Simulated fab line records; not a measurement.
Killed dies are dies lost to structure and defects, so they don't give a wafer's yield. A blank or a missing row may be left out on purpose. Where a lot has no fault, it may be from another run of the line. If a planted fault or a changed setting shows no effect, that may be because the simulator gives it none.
Struck lot and sound lot, side by side || flow gf180mcu || 14 steps out of a route of 602
Sound: wafers L595.2, L595.3, L595.6. Wafers struck: L584.2, L584.3, L584.4. The cause is named last.
Per side, at each step with rows, come the tool, then ch with its chambers, and then its first start. Under that, the readings that differ: sound wafers || struck wafers || difference of the means || sigmas: that difference in standard deviations of wafers without a fault.
alike: same words and numbers on both sides, and readings whose means sit less than 2 such deviations apart. not compared: any withheld reading, any reading some wafer has no value for, any bound like >300 that may hide the same value, and any number with overlapping values for which the record gives no deviation.
The two part at a step that has a row with sigmas, a row that says differs or no value, or rows on one side only. Numbers that don't overlap but have no deviation are shown without sigmas and don't part them. A reading that every wafer of one side lacks parts them only if that side has two wafers or more.

first, 5 steps without rows for these wafers: GF_V3_COAT_09 (resist thk 1000 nm); GF_V3_SOFTBAKE_10 (time 60 s); GF_V3_EXPOSE_11 (exposes mask Via3, target cd 260 nm); GF_V3_PEB_12 (peb time 90 s); GF_V3_DEVELOP_13 (develop time 60 s).
GF_V3_CD_MEAS_14: the cd target is 260 nm.
  sound on cd-sem-02, day 29 10:26; struck on cd-sem-02, day 25 23:14
  alike: cd-nm
GF_V3_OVL_MEAS_15:
  sound on overlay-02, day 29 10:32; struck on overlay-01, day 25 23:20
  alike: V3_OVL
GF_V3_ETCH_16: etches BARC in N2/H2.
  sound on rie-diel-01 ch 1,2,3, day 29 10:34; struck on rie-diel-02 ch 0,2,3, day 25 23:22
  alike: bias-w, drypump-motor-current-A, oes-product-au, throttle-valve-pct
GF_V3_ETCH_17: etches SiO2 in C4F8/O2/Ar, stops on TiN, target depth 635 nm.
  sound on rie-diel-01 ch 1,2,3; struck on rie-diel-02 ch 0,2,3
  alike: bias-w, oes-product-au
GF_V3_STRIP_18: strips in O2/N2.
  sound on plasma-asher-02 ch 0,1, day 29 10:42; struck on plasma-asher-03 ch 0,1, day 25 23:30
  alike: drypump-motor-current-A, heater-power-w, o2-flow-sccm, oes-product-au
  not compared: rf-hours-counter-h
then, 2 steps without rows for these wafers: GF_V3_STRIP_19 (strips in post etch residue remover, time 1200 s); GF_V3_CLEAN_20 (cleans in DIW).
GF_V3_SPUTTER_21: material Ti, target thk 15 nm, time 80.02 s.
  sound on pvd-sputter-03, day 29 11:15; struck on pvd-sputter-03, day 26 00:04
  no value came back on the struck wafers for cathode-dc-power-W (W), chamber-pressure-pa (Pa), throttle-valve-pct (%); on the sound wafers cathode-dc-power-W (W) reads 2499.6 2500.7 2500.8
GF_V3_SPUTTER_22: material TiN, target thk 10 nm, time 40 s.
  sound on pvd-sputter-03, day 29 11:19; struck on pvd-sputter-03, day 26 00:07
  alike: cathode-dc-power-W, chamber-pressure-pa, throttle-valve-pct

## WHERE THEY PART
GF_V3_SPUTTER_21 only, going by this record. Later steps at which nothing parts them and some readings are alike: GF_V3_SPUTTER_22.

WHY: what had been put in by the simulator
Beginning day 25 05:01, the whole step at GF_V3_SPUTTER_21 was skipped on pvd-sputter-03. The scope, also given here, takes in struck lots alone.
